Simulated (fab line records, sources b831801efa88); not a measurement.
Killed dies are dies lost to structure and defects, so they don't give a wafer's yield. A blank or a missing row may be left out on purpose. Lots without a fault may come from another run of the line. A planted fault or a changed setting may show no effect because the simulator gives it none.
fab line records | flow gf180mcu
record lots=5 wafers=15 last_day=34
route steps=602 shown V1@340 M2@362
lots that met no fault: from a run of the same line without faults
start_h: hours from the record's first day to the start of the lot's first wafer shown | wait_h: hours since the lot's step before | " the same as in the row above | L1.1+2: a row that stands for several wafers | - no value, or no start given | * or withheld: withheld | < > ~ a bound
route shown NAME@n: a module of which the file shows steps, and the number in the route of the first | usual: mean/standard deviation of fault-free wafers | same: alike in all rows | chamber/n: place in a boat | sites: the reading at each site | _std_site: their standard deviation | _edge_site: outer sites' mean less inner sites' | radius_mm: how far each site lies from the wafer's centre | mask NAME#n: copy n | behind: the tool/chamber that last shaped the wafer | hold: why the lot was held/for how many hours/how that ended | device: the transistor (n, p or np) that didn't switch | end of line: the same wafers' tests at the end of the route | a step without rows: its recipe alone | killed: dies lost to structure and defects at the first sort, not the wafer's yield | map: a wafer's dies, x killed, . not, _ none there
set.NAME: the setting as run; set.NAME@STEP: as run at that earlier step | model.NAME: the simulator's own value behind a step, which no gauge read
lots at some steps of the route; a table a step, a row a wafer
services: from which hour (start_h, from the record's first day; less than 0 if before it) a tool's chamber was out of use, for how many hours, and why
## steps
# step GF_V1_BOW_MEAS_05
# recipe mode=bow
# usual V1_BOW=82/6.8
# columns lot.wafer tool chamber start_h wait_h V1_BOW[um]
L076.1 film_metro-04 - 411.78 0.1 83
L076.3 " - " " 82
L076.4 " - " " 77
L082.1 film_metro-01 - 478.16 0.2 79
L082.2 " - " " 69
L082.3 " - " " 70
L088.1 film_metro-02 - 524.46 0.2 71
L088.4 " - " " 76
L088.5 " - " " 72
L091.1 film_metro-04 - 545.11 0.1 85
L091.5 " - " " 84
L091.6 " - " " 82
L094.2 film_metro-04 - 568.98 0.1 76
L094.4 " - " " 77
L094.5 " - " " 74
# step GF_V1_DEHYDRATE_06
# recipe temp_c=200 time_s=60
# usual plate_temp_C=199.97/0.17
# columns lot.wafer tool chamber start_h wait_h plate_temp_C
L076.1 litho_track-02 0 422.72 10.9 199.73
L076.3 " 0 " " 200.00
L076.4 " 0 " " 199.94
L082.1 litho_track-01 0 489.58 11.4 199.85
L082.2 " 0 " " 200.05
L082.3 " 0 " " 199.66
L088.1 litho_track-01 0 535.53 11.0 199.96
L088.4 " 0 " " 199.89
L088.5 " 0 " " 200.35
L091.1 litho_track-02 0 556.72 11.6 200.06
L091.5 " 0 " " 200.27
L091.6 " 0 " " 200.22
L094.2 litho_track-02 0 580.05 11.0 200.01
L094.4 " 0 " " 199.93
L094.5 " 0 " " 199.85
# step GF_V1_HMDS_07
# recipe prime_time_s=60 prime_temp_c=120
# columns lot.wafer tool chamber start_h wait_h
L076.1+3+4 litho_track-02 0 422.87 0.1
L082.1+2+3 litho_track-01 0 489.73 0.1
L088.1+4+5 litho_track-01 0 535.68 0.1
L091.1+5+6 litho_track-02 0 556.87 0.1
L094.2+4+5 litho_track-02 0 580.20 0.1
# step GF_V1_COAT_08
# recipe resist=BARC temp_c=withheld time_s=withheld spin_rpm=withheld resist_thk_nm=withheld
# columns lot.wafer tool chamber start_h wait_h
L076.1+3+4 litho_track-02 0 423.02 0.1
L082.1+2+3 litho_track-01 0 489.88 0.1
L088.1+4+5 litho_track-01 0 535.83 0.1
L091.1+5+6 litho_track-02 0 557.02 0.1
L094.2+4+5 litho_track-02 0 580.35 0.1
# step GF_V1_COAT_09
# recipe resist=KrF spin_rpm=withheld resist_thk_nm=1000
# columns lot.wafer tool chamber start_h wait_h
L076.1+3+4 litho_track-02 0 - -
L082.1+2+3 litho_track-01 0 - -
L088.1+4+5 litho_track-01 0 - -
L091.1+5+6 litho_track-02 0 - -
L094.2+4+5 litho_track-02 0 - -
# step GF_V1_SOFTBAKE_10
# recipe temp_c=130 time_s=60 resist=KrF
# usual plate_temp_C=130.02/0.14
# columns lot.wafer tool chamber start_h wait_h plate_temp_C
L076.1 litho_track-02 0 - - 130.00
L076.3 " 0 " " 130.00
L076.4 " 0 " " 130.00
L082.1 litho_track-01 0 - - 130.04
L082.2 " 0 " " 130.07
L082.3 " 0 " " 130.07
L088.1 litho_track-01 0 - - 129.88
L088.4 " 0 " " 130.08
L088.5 " 0 " " 130.20
L091.1 litho_track-02 0 - - 129.97
L091.5 " 0 " " 129.94
L091.6 " 0 " " 129.70
L094.2 litho_track-02 0 - - 130.01
L094.4 " 0 " " 129.98
L094.5 " 0 " " 130.18
# step GF_V1_EXPOSE_11
# recipe mask_id=Via1 target_cd_nm=260 na=0.68 source_shape=conventional sigma_outer=0.6 dose_mj=38
# same na=0.68
# columns lot.wafer tool chamber start_h wait_h mask
L076.1+3+4 krf_scanner-01 0 - - Via1#0
L082.1+2+3 krf_scanner-02 0 - - Via1#0
L088.1+4+5 krf_scanner-01 0 - - Via1#0
L091.1+5+6 krf_scanner-01 0 - - Via1#0
L094.2+4+5 krf_scanner-01 0 - - Via1#0
# step GF_V1_PEB_12
# recipe peb_temp_c=135 peb_time_s=90 resist=KrF
# usual plate_temp_C=134.98/0.14
# same peb_time_s=90
# columns lot.wafer tool chamber start_h wait_h plate_temp_C
L076.1 litho_track-04 0 - - 135.10
L076.3 " 0 " " 134.97
L076.4 " 0 " " 135.23
L082.1 litho_track-04 0 - - 135.01
L082.2 " 0 " " 135.24
L082.3 " 0 " " 135.08
L088.1 litho_track-02 0 - - 134.82
L088.4 " 0 " " 134.86
L088.5 " 0 " " 134.71
L091.1 litho_track-02 0 - - 134.96
L091.5 " 0 " " 135.15
L091.6 " 0 " " 134.72
L094.2 litho_track-02 0 - - 135.03
L094.4 " 0 " " 134.95
L094.5 " 0 " " 135.01
# step GF_V1_DEVELOP_13
# recipe develop_time_s=60 resist=KrF dev_temp_c=21
# columns lot.wafer tool chamber start_h wait_h
L076.1+3+4 litho_track-04 0 435.23 0.2
L082.1+2+3 litho_track-04 0 502.08 0.2
L088.1+4+5 litho_track-02 0 547.67 0.2
L091.1+5+6 litho_track-02 0 567.92 0.2
L094.2+4+5 litho_track-02 0 590.95 0.2
# step GF_V1_CD_MEAS_14
# recipe target_cd_nm=260
# usual cd_nm=259.9/1.5
# columns lot.wafer tool chamber start_h wait_h cd_nm
L076.1 cd_sem-02 - 435.38 0.1 261.1
L076.3 " - " " 260.9
L076.4 " - " " 260.9
L082.1 cd_sem-02 - 502.23 0.1 259.0
L082.2 " - " " 258.8
L082.3 " - " " 258.7
L088.1 cd_sem-01 - 547.82 0.1 260.8
L088.4 " - " " 260.6
L088.5 " - " " 260.6
L091.1 cd_sem-01 - 568.07 0.1 264.0
L091.5 " - " " 263.0
L091.6 " - " " 262.1
L094.2 cd_sem-02 - 591.09 0.1 259.4
L094.4 " - " " 259.0
L094.5 " - " " 259.8
# step GF_V1_OVL_MEAS_15
# usual V1_OVL=2/5.8
# columns lot.wafer tool chamber start_h wait_h V1_OVL[nm]
L076.1 overlay-01 - 435.50 0.1 8
L076.3 " - " " -3
L076.4 " - " " 2
L082.1 overlay-02 - 502.35 0.1 7
L082.2 " - " " 5
L082.3 " - " " 6
L088.1 overlay-02 - 547.94 0.1 0
L088.4 " - " " 2
L088.5 " - " " -2
L091.1 overlay-01 - 568.19 0.1 -9
L091.5 " - " " 1
L091.6 " - " " 7
L094.2 overlay-02 - 591.20 0.1 -2
L094.4 " - " " -5
L094.5 " - " " 1
# step GF_V1_ETCH_16
# recipe chemistry=N2/H2 target_depth_a=withheld overetch_a=withheld time_s=withheld target=BARC ion_energy_ev=200 source_w=500 bias_w=100 pressure_mtorr=30 n2_flow_sccm=100 h2_flow_sccm=200
# usual bias_w=99.95/0.27 drypump_motor_current_A=5.9/0.46 oes_product_au=0.855/0.0045 throttle_valve_pct=13.227/0.0099
# columns lot.wafer tool chamber start_h wait_h bias_w drypump_motor_current_A oes_product_au throttle_valve_pct
L076.1 rie_diel-01 0 435.53 0.0 99.67 5.5 0.844 13.237
L076.3 " 2 " " 100.37 6.4 0.856 13.230
L076.4 " 1 " " 100.21 6.1 0.854 13.213
L082.1 rie_diel-01 1 502.38 0.0 100.24 6.1 0.854 13.228
L082.2 " 2 " " 100.24 6.4 0.848 13.232
L082.3 " 3 " " 99.66 5.5 0.864 13.208
L088.1 rie_diel-01 3 547.98 0.0 100.28 5.5 0.856 13.237
L088.4 " 0 " " 100.20 5.5 0.861 13.210
L088.5 " 1 " " 99.87 6.0 0.848 13.225
L091.1 rie_diel-02 2 568.23 0.0 100.24 5.2 0.853 13.233
L091.5 " 0 " " 99.62 5.9 0.858 13.245
L091.6 " 1 " " 99.90 6.5 0.855 13.222
L094.2 rie_diel-03 1 591.23 0.0 100.14 6.0 0.860 13.231
L094.4 " 0 " " 100.02 5.7 0.857 13.227
L094.5 " 1 " " 100.22 6.0 0.855 13.233
# step GF_V1_ETCH_17
# recipe chemistry=C4F8/O2/Ar mask_material=KrF target=SiO2 stop_on=TiN source_w=1500 bias_w=1200 pressure_mtorr=40 c4f8_flow_sccm=withheld O2_flow_sccm=6 Ar_flow_sccm=300 time_s=withheld target_depth_a=6300
# usual bias_w=1200/3.6 oes_product_au=0.856/0.0044
# columns lot.wafer tool chamber start_h wait_h bias_w oes_product_au
L076.1 rie_diel-01 0 - - 1208 0.856
L076.3 " 2 " " 1198 0.860
L076.4 " 1 " " 1195 0.855
L082.1 rie_diel-01 1 - - 1199 0.855
L082.2 " 2 " " 1203 0.852
L082.3 " 3 " " 1197 0.858
L088.1 rie_diel-01 3 - - 1203 0.860
L088.4 " 0 " " 1198 0.863
L088.5 " 1 " " 1202 0.858
L091.1 rie_diel-02 2 - - 1204 0.864
L091.5 " 0 " " 1201 0.855
L091.6 " 1 " " 1198 0.857
L094.2 rie_diel-03 1 - - 1194 0.853
L094.4 " 0 " " 1198 0.859
L094.5 " 1 " " 1200 0.860
# step GF_V1_STRIP_18
# recipe chemistry=O2/N2 power_w=1400 pressure_mtorr=1500 platen_temp_c=250 o2_flow_sccm=3000 n2_flow_sccm=300 overash_fraction=0.5
# usual drypump_motor_current_A=5.8/0.5 heater_power_w=319/37 o2_flow_sccm=3001/9.1 oes_product_au=0.591/0.005
# columns lot.wafer tool chamber start_h wait_h drypump_motor_current_A heater_power_w o2_flow_sccm oes_product_au rf_hours_counter_h
L076.1 plasma_asher-03 1 435.66 - 6.4 324 3007 0.598 63
L076.3 " 1 " " 6.4 336 3007 0.583 -
L076.4 " 0 " " 6.4 388 3006 0.587 -
L082.1 plasma_asher-03 1 502.51 - 6.4 330 3013 0.594 71
L082.2 " 0 " " 6.4 396 2991 0.597 71
L082.3 " 1 " " 6.3 328 3009 0.597 -
L088.1 plasma_asher-03 1 548.11 - 6.3 331 2988 0.595 76
L088.4 " 1 " " 6.4 315 2985 0.588 -
L088.5 " 1 " " 6.4 327 2996 0.599 -
L091.1 plasma_asher-02 1 568.36 - 5.5 304 3004 0.586 95
L091.5 " 0 " " 5.5 289 3012 0.582 -
L091.6 " 1 " " 5.5 302 3011 0.593 -
L094.2 plasma_asher-02 1 591.36 - 5.5 304 2995 0.590 97
L094.4 " 0 " " 5.5 285 3001 0.592 -
L094.5 " 0 " " 5.5 278 2998 0.590 -
# step GF_V1_STRIP_19
# recipe chemistry=post_etch_residue_remover time_s=1200 temp_c=72.5
# columns lot.wafer tool chamber start_h wait_h
L076.1+3+4 wet_bench-03 3 435.76 0.1
L082.1+2+3 wet_bench-01 2 502.61 0.1
L088.1+4+5 wet_bench-03 3 548.21 0.1
L091.1+5+6 wet_bench-03 2 568.46 0.1
L094.2+4+5 wet_bench-03 1 591.46 0.1
# step GF_V1_CLEAN_20
# recipe chemistry=DIW dry=n2_spin
# columns lot.wafer tool chamber start_h wait_h
L076.1+3+4 wet_bench-01 3 436.10 0.0
L082.1+2+3 wet_bench-04 1 502.95 0.0
L088.1+4+5 wet_bench-01 3 548.58 0.0
L091.1+5+6 wet_bench-04 1 568.83 0.0
L094.2+4+5 wet_bench-04 3 591.83 0.0
# step GF_V1_SPUTTER_21
# recipe material=Ti target_thk_nm=15 chamber_pressure_pa=5 power_w=2500 substrate_temp_c=200 time_s=80.02
# usual throttle_valve_pct=29.6/0.73
# columns lot.wafer tool chamber start_h wait_h throttle_valve_pct
L076.1 pvd_sputter-02 - 436.20 0.0 28.6
L076.3 " - " " 30.8
L076.4 " - " " 28.7
L082.1 pvd_sputter-03 - 503.05 0.0 28.6
L082.2 " - " " 29.4
L082.3 " - " " 30.2
L088.1 pvd_sputter-01 - 548.67 0.0 31.3
L088.4 " - " " 30.8
L088.5 " - " " 29.8
L091.1 pvd_sputter-03 - 568.92 0.0 28.9
L091.5 " - " " 29.1
L091.6 " - " " 30.1
L094.2 pvd_sputter-03 - 591.92 0.0 29.0
L094.4 " - " " 30.0
L094.5 " - " " 29.3
# step GF_V1_SPUTTER_22
# recipe material=TiN target_thk_nm=10 chamber_pressure_pa=5 power_w=4000 time_s=40
# usual throttle_valve_pct=29.6/0.72
# columns lot.wafer tool chamber start_h wait_h throttle_valve_pct
L076.1 pvd_sputter-02 - 436.27 0.0 28.6
L076.3 " - " " 30.8
L076.4 " - " " 28.6
L082.1 pvd_sputter-03 - 503.11 0.0 28.7
L082.2 " - " " 29.3
L082.3 " - " " 30.3
L088.1 pvd_sputter-01 - 548.73 0.0 31.2
L088.4 " - " " 30.6
L088.5 " - " " 29.9
L091.1 pvd_sputter-03 - 568.98 0.0 28.7
L091.5 " - " " 29.4
L091.6 " - " " 29.9
L094.2 pvd_sputter-03 - 591.98 0.0 28.8
L094.4 " - " " 30.1
L094.5 " - " " 29.1
# step GF_V1_CVD_23
# recipe material=W target_thk_nm=350 time_s=105.05 temp_c=400 pressure_torr=40
# usual heater_power_w=861/76
# columns lot.wafer tool chamber start_h wait_h heater_power_w
L076.1 cvd_w-01 0 436.30 0.0 796
L076.3 " 1 " " 866
L076.4 " 0 " " 800
L082.1 cvd_w-01 1 503.15 0.0 866
L082.2 " 0 " " 819
L082.3 " 1 " " 856
L088.1 cvd_w-01 1 548.77 0.0 859
L088.4 " 1 " " 872
L088.5 " 1 " " 848
L091.1 cvd_w-02 1 569.02 0.0 1012
L091.5 " 1 " " 1059
L091.6 " 0 " " 829
L094.2 cvd_w-02 0 592.02 0.0 824
L094.4 " 0 " " 843
L094.5 " 1 " " 1065
# step GF_V1_RS_MEAS_24
# recipe thk_meas_gauge=four-point-probe reads=W_of_V1_CVD_23+TiN_of_V1_SPUTTER_22+Ti_of_V1_SPUTTER_21
# usual V1_W_RS=0.329/0.0049
# columns lot.wafer tool chamber start_h wait_h V1_W_RS[ohm/sq]
L076.1 film_metro-01 - 436.42 0.1 0.332
L076.3 " - " " 0.321
L076.4 " - " " 0.336
L082.1 film_metro-04 - 503.26 0.1 0.326
L082.2 " - " " 0.336
L082.3 " - " " 0.326
L088.1 film_metro-01 - 548.88 0.1 0.321
L088.4 " - " " 0.322
L088.5 " - " " 0.319
L091.1 film_metro-01 - 569.13 0.1 0.330
L091.5 " - " " 0.332
L091.6 " - " " 0.324
L094.2 film_metro-04 - 592.15 0.1 0.323
L094.4 " - " " 0.326
L094.5 " - " " 0.331
# step GF_V1_THK_MEAS_25
# recipe thk_meas_gauge=xrf reads=W_of_V1_CVD_23
# usual V1_W_THK=341/5.7
# columns lot.wafer tool chamber start_h wait_h V1_W_THK[nm]
L076.1 film_metro-01 - 436.54 0.1 340
L076.3 " - " " 351
L076.4 " - " " 337
L082.1 film_metro-04 - 503.38 0.1 341
L082.2 " - " " 333
L082.3 " - " " 341
L088.1 film_metro-01 - 549.00 0.1 347
L088.4 " - " " 348
L088.5 " - " " 349
L091.1 film_metro-01 - 569.25 0.1 339
L091.5 " - " " 338
L091.6 " - " " 345
L094.2 film_metro-04 - 592.26 0.1 342
L094.4 " - " " 340
L094.5 " - " " 334
# step GF_V1_CMP_26
# recipe stop_on=SiO2 down_force_psi=3.5 platen_rpm=60 t_overpolish_s=15 target_thk_nm=0 pad_velocity_m_s=0.94248
# usual head_pressure_psi=3.499/0.008 motor_current_A=11.1/1.3 overpolish_run_s=15.000/0.0094 time_to_endpoint_s=88/3.8
# columns lot.wafer tool chamber start_h wait_h head_pressure_psi motor_current_A overpolish_run_s time_to_endpoint_s
L076.3 cmp-01 1 436.60 0.0 3.495 10.4 15.016 94
L076.4 " 2 " " 3.497 11.1 14.998 87
L076.1 " 0 " " 3.496 13.4 15.001 86
L082.2 cmp-02 3 503.44 0.0 3.500 11.1 15.010 81
L082.1 " 0 " " 3.498 13.1 14.990 90
L082.3 " 2 " " 3.496 10.9 14.990 86
L088.1 cmp-01 1 549.06 0.1 3.493 10.3 14.985 90
L088.4 " 0 " " 3.500 12.6 14.999 84
L088.5 " 1 " " 3.502 10.3 14.996 92
L091.1 cmp-02 0 569.41 0.1 3.499 13.8 14.990 94
L091.6 " 2 " " 3.505 10.7 15.010 94
L091.5 " 3 " " 3.484 10.7 15.012 88
L094.2 cmp-02 0 592.41 0.1 3.505 13.5 14.992 93
L094.4 " 1 " " 3.495 9.5 14.994 93
L094.5 " 2 " " 3.489 11.0 14.999 86
# step GF_M2_SPUTTER_00
# recipe material=Ti target_thk_nm=37.5 arriving_ion_energy_ev=80 substrate_temp_c=200 chamber_pressure_pa=2 power_w=4000 time_s=150
# usual throttle_valve_pct=29.8/1.1
# columns lot.wafer tool chamber start_h wait_h throttle_valve_pct
L076.1 pvd_sputter-04 - 436.90 0.1 30.7
L076.3 " - " " 29.5
L076.4 " - " " 31.6
L082.1 pvd_sputter-04 - 503.74 0.2 30.6
L082.2 " - " " 29.7
L082.3 " - " " 28.3
L088.1 pvd_sputter-04 - 549.36 0.2 30.5
L088.4 " - " " 29.6
L088.5 " - " " 31.7
L091.1 pvd_sputter-04 - 569.61 0.1 31.6
L091.5 " - " " 28.2
L091.6 " - " " 31.8
L094.2 pvd_sputter-02 - 592.61 0.1 28.6
L094.4 " - " " 30.7
L094.5 " - " " 29.5
# step GF_M2_SPUTTER_01
# recipe material=TiN target_thk_nm=30 power_w=6500 time_s=25 chamber_pressure_pa=0.4
# usual throttle_valve_pct=29.8/1.1
# columns lot.wafer tool chamber start_h wait_h throttle_valve_pct
L076.1 pvd_sputter-04 - 437.00 0.1 30.7
L076.3 " - " " 29.8
L076.4 " - " " 31.9
L082.1 pvd_sputter-04 - 503.84 0.1 30.6
L082.2 " - " " 29.5
L082.3 " - " " 28.5
L088.1 pvd_sputter-04 - 549.46 0.1 30.5
L088.4 " - " " 29.4
L088.5 " - " " 31.8
L091.1 pvd_sputter-04 - 569.71 0.1 31.7
L091.5 " - " " 28.2
L091.6 " - " " 31.9
L094.2 pvd_sputter-02 - 592.71 0.1 28.4
L094.4 " - " " 30.6
L094.5 " - " " 29.7
# step GF_M2_SPUTTER_02
# recipe material=AlCu target_thk_nm=450 power_w=10600 time_s=23.9 chamber_pressure_pa=0.4
# usual throttle_valve_pct=29.8/1.1
# columns lot.wafer tool chamber start_h wait_h throttle_valve_pct
L076.1 pvd_sputter-04 - 437.03 0.0 30.5
L076.3 " - " " 29.7
L076.4 " - " " 31.6
L082.1 pvd_sputter-04 - 503.87 0.0 30.4
L082.2 " - " " 29.4
L082.3 " - " " 28.1
L088.1 pvd_sputter-04 - 549.49 0.0 30.3
L088.4 " - " " 29.5
L088.5 " - " " 31.6
L091.1 pvd_sputter-04 - 569.74 0.0 31.6
L091.5 " - " " 28.5
L091.6 " - " " 31.6
L094.2 pvd_sputter-02 - 592.74 0.0 28.8
L094.4 " - " " 30.8
L094.5 " - " " 29.3
# step GF_M2_SPUTTER_03
# recipe material=Ti target_thk_nm=10 substrate_temp_c=300 chamber_pressure_pa=0.3 power_w=3000 time_s=6.7
# usual throttle_valve_pct=29.8/1.1
# columns lot.wafer tool chamber start_h wait_h throttle_valve_pct
L076.1 pvd_sputter-04 - 437.06 0.0 30.2
L076.3 " - " " 29.7
L076.4 " - " " 31.8
L082.1 pvd_sputter-04 - 503.90 0.0 30.3
L082.2 " - " " 29.5
L082.3 " - " " 28.6
L088.1 pvd_sputter-04 - 549.52 0.0 30.6
L088.4 " - " " 29.3
L088.5 " - " " 31.9
L091.1 pvd_sputter-04 - 569.77 0.0 31.7
L091.5 " - " " 28.5
L091.6 " - " " 31.7
L094.2 pvd_sputter-02 - 592.77 0.0 28.5
L094.4 " - " " 30.9
L094.5 " - " " 29.3
# step GF_M2_SPUTTER_04
# recipe material=TiN target_thk_nm=50 power_w=6500 time_s=41.7 chamber_pressure_pa=0.4
# usual throttle_valve_pct=29.8/1.1
# columns lot.wafer tool chamber start_h wait_h throttle_valve_pct
L076.1 pvd_sputter-04 - 437.08 0.0 30.3
L076.3 " - " " 29.5
L076.4 " - " " 31.8
L082.1 pvd_sputter-04 - 503.92 0.0 30.6
L082.2 " - " " 29.9
L082.3 " - " " 28.4
L088.1 pvd_sputter-04 - 549.54 0.0 30.8
L088.4 " - " " 29.6
L088.5 " - " " 31.6
L091.1 pvd_sputter-04 - 569.79 0.0 31.4
L091.5 " - " " 28.3
L091.6 " - " " 31.4
L094.2 pvd_sputter-02 - 592.79 0.0 28.4
L094.4 " - " " 30.7
L094.5 " - " " 29.7
# step GF_M2_RS_MEAS_05
# recipe thk_meas_gauge=four-point-probe reads=TiN_of_M2_SPUTTER_04+Ti_of_M2_SPUTTER_03+AlCu_of_M2_SPUTTER_02+TiN_of_M2_SPUTTER_01+Ti_of_M2_SPUTTER_00
# usual M2_ALCU_RS=0.0695/0.00067
# columns lot.wafer tool chamber start_h wait_h M2_ALCU_RS[ohm/sq]
L076.1 film_metro-03 - 437.12 0.0 0.0704
L076.3 " - " " 0.0703
L076.4 " - " " 0.0708
L082.1 film_metro-01 - 503.96 0.0 0.0690
L082.2 " - " " 0.0699
L082.3 " - " " 0.0700
L088.1 film_metro-03 - 549.58 0.0 0.0692
L088.4 " - " " 0.0695
L088.5 " - " " 0.0698
L091.1 film_metro-01 - 569.83 0.0 0.0703
L091.5 " - " " 0.0694
L091.6 " - " " 0.0703
L094.2 film_metro-02 - 592.85 0.0 0.0688
L094.4 " - " " 0.0682
L094.5 " - " " 0.0689
# step GF_M2_THK_MEAS_06
# recipe thk_meas_gauge=xrf reads=AlCu_of_M2_SPUTTER_02
# usual M2_ALCU_THK=453/5.1
# columns lot.wafer tool chamber start_h wait_h M2_ALCU_THK[nm]
L076.1 film_metro-03 - 437.24 0.1 450
L076.3 " - " " 450
L076.4 " - " " 447
L082.1 film_metro-01 - 504.08 0.1 453
L082.2 " - " " 449
L082.3 " - " " 446
L088.1 film_metro-03 - 549.70 0.1 456
L088.4 " - " " 454
L088.5 " - " " 452
L091.1 film_metro-01 - 569.95 0.1 444
L091.5 " - " " 451
L091.6 " - " " 445
L094.2 film_metro-02 - 592.96 0.1 456
L094.4 " - " " 458
L094.5 " - " " 455
# step GF_M2_DEHYDRATE_07
# recipe temp_c=200 time_s=60
# usual plate_temp_C=200.00/0.16
# columns lot.wafer tool chamber start_h wait_h plate_temp_C
L076.1 litho_track-02 0 448.92 11.7 199.64
L076.3 " 0 " " 200.05
L076.4 " 0 " " 199.90
L082.1 litho_track-04 0 515.18 11.1 200.02
L082.2 " 0 " " 199.84
L082.3 " 0 " " 199.96
L088.1 litho_track-02 0 560.27 10.6 200.19
L088.4 " 0 " " 200.08
L088.5 " 0 " " 199.98
L091.1 litho_track-03 0 580.46 10.5 199.98
L091.5 " 0 " " 199.96
L091.6 " 0 " " 199.87
L094.2 litho_track-04 0 603.35 10.4 200.07
L094.4 " 0 " " 200.19
L094.5 " 0 " " 200.18
# step GF_M2_HMDS_08
# recipe prime_time_s=60 prime_temp_c=120
# columns lot.wafer tool chamber start_h wait_h
L076.1+3+4 litho_track-02 0 449.07 0.1
L082.1+2+3 litho_track-04 0 515.33 0.1
L088.1+4+5 litho_track-02 0 560.42 0.1
L091.1+5+6 litho_track-03 0 580.61 0.1
L094.2+4+5 litho_track-04 0 603.50 0.1
# step GF_M2_COAT_09
# recipe resist=KrF spin_rpm=withheld resist_thk_nm=1000
# columns lot.wafer tool chamber start_h wait_h
L076.1+3+4 litho_track-02 0 449.22 0.1
L082.1+2+3 litho_track-04 0 515.48 0.1
L088.1+4+5 litho_track-02 0 560.57 0.1
L091.1+5+6 litho_track-03 0 580.76 0.1
L094.2+4+5 litho_track-04 0 603.65 0.1
# step GF_M2_SOFTBAKE_10
# recipe temp_c=130 time_s=60 resist=KrF
# usual plate_temp_C=130.02/0.13
# columns lot.wafer tool chamber start_h wait_h plate_temp_C
L076.1 litho_track-02 0 449.37 0.1 130.25
L076.3 " 0 " " 130.24
L076.4 " 0 " " 130.14
L082.1 litho_track-04 0 515.63 0.1 130.18
L082.2 " 0 " " 129.97
L082.3 " 0 " " 129.90
L088.1 litho_track-02 0 560.72 0.1 129.92
L088.4 " 0 " " 129.82
L088.5 " 0 " " 129.84
L091.1 litho_track-03 0 580.91 0.1 130.11
L091.5 " 0 " " 130.02
L091.6 " 0 " " 129.99
L094.2 litho_track-04 0 603.80 0.1 130.10
L094.4 " 0 " " 130.09
L094.5 " 0 " " 130.17
# step GF_M2_EXPOSE_11
# recipe mask_id=Metal2 target_cd_nm=280 na=0.68 source_shape=conventional sigma_outer=0.6 dose_mj=28
# same na=0.68
# columns lot.wafer tool chamber start_h wait_h mask
L076.1+3+4 krf_scanner-01 0 - - Metal2#0
L082.1+2+3 krf_scanner-02 0 - - Metal2#0
L088.1+4+5 krf_scanner-02 0 - - Metal2#0
L091.1+5+6 krf_scanner-02 0 - - Metal2#0
L094.2+4+5 krf_scanner-02 0 - - Metal2#0
# step GF_M2_PEB_12
# recipe peb_temp_c=135 peb_time_s=90 resist=KrF
# usual plate_temp_C=135.02/0.14
# same peb_time_s=90
# columns lot.wafer tool chamber start_h wait_h plate_temp_C
L076.1 litho_track-02 0 - - 135.08
L076.3 " 0 " " 135.28
L076.4 " 0 " " 135.03
L082.1 litho_track-04 0 - - 135.05
L082.2 " 0 " " 134.97
L082.3 " 0 " " 134.85
L088.1 litho_track-04 0 - - 135.15
L088.4 " 0 " " 135.04
L088.5 " 0 " " 134.93
L091.1 litho_track-02 0 - - 135.06
L091.5 " 0 " " 135.16
L091.6 " 0 " " 135.06
L094.2 litho_track-03 0 - - 134.87
L094.4 " 0 " " 135.04
L094.5 " 0 " " 135.02
# step GF_M2_DEVELOP_13
# recipe develop_time_s=60 dev_temp_c=21
# columns lot.wafer tool chamber start_h wait_h
L076.1+3+4 litho_track-02 0 461.82 0.2
L082.1+2+3 litho_track-04 0 527.23 0.2
L088.1+4+5 litho_track-04 0 571.33 0.2
L091.1+5+6 litho_track-02 0 591.27 0.2
L094.2+4+5 litho_track-03 0 613.44 0.2
# step GF_M2_CD_MEAS_14
# recipe target_cd_nm=280
# usual cd_nm=280.4/1.1
# columns lot.wafer tool chamber start_h wait_h cd_nm
L076.1 cd_sem-02 - 462.00 0.1 280.3
L076.3 " - " " 279.9
L076.4 " - " " 280.6
L082.1 cd_sem-01 - 527.38 0.1 281.8
L082.2 " - " " 280.3
L082.3 " - " " 281.2
L088.1 cd_sem-02 - 571.48 0.1 278.9
L088.4 " - " " 279.0
L088.5 " - " " 277.9
L091.1 cd_sem-02 - 591.42 0.1 282.1
L091.5 " - " " 279.0
L091.6 " - " " 279.3
L094.2 cd_sem-02 - 613.61 0.1 280.7
L094.4 " - " " 280.8
L094.5 " - " " 279.7
# step GF_M2_OVL_MEAS_15
# usual M2_OVL=-5/5
# columns lot.wafer tool chamber start_h wait_h M2_OVL[nm]
L076.1 overlay-02 - 462.12 0.1 -9
L076.3 " - " " -10
L076.4 " - " " -11
L082.1 overlay-01 - 527.50 0.1 -2
L082.2 " - " " 8
L082.3 " - " " 4
L088.1 overlay-02 - 571.60 0.1 1
L088.4 " - " " -5
L088.5 " - " " -3
L091.1 overlay-02 - 591.54 0.1 -7
L091.5 " - " " -6
L091.6 " - " " -14
L094.2 overlay-02 - 613.72 0.1 -12
L094.4 " - " " -12
L094.5 " - " " -5
## services
# columns tool chamber start_h hours kind
krf_scanner-01 - 400.35 1.0 pm
krf_scanner-02 - 403.53 1.3 pm
krf_scanner-01 - 412.22 3.6 pm
krf_scanner-02 - 413.06 0.6 repair
krf_scanner-01 - 421.20 0.8 pm
pvd_sputter-03 - 421.64 5.2 repair
krf_scanner-02 - 421.95 3.6 pm
pvd_sputter-03 - 423.91 7.4 repair
pvd_sputter-03 - 435.55 0.5 repair
pvd_sputter-02 - 438.22 22.0 repair
krf_scanner-01 - 439.15 1.0 repair
rie_diel-01 - 466.31 0.8 repair
pvd_sputter-04 - 467.95 7.3 repair
rie_diel-01 0 470.30 4.4 repair
pvd_sputter-02 - 501.20 6.2 repair
rie_diel-01 0 522.26 6.4 repair
pvd_sputter-02 - 523.85 1.9 repair
pvd_sputter-04 - 531.03 1.6 repair
pvd_sputter-03 - 547.42 4.6 repair
rie_diel-01 - 555.81 2.8 pm
pvd_sputter-04 - 564.83 1.8 repair
rie_diel-01 2 576.38 3.1 repair
rie_diel-01 - 585.03 2.2 repair
pvd_sputter-04 - 590.46 1.1 repair
## key
fault none
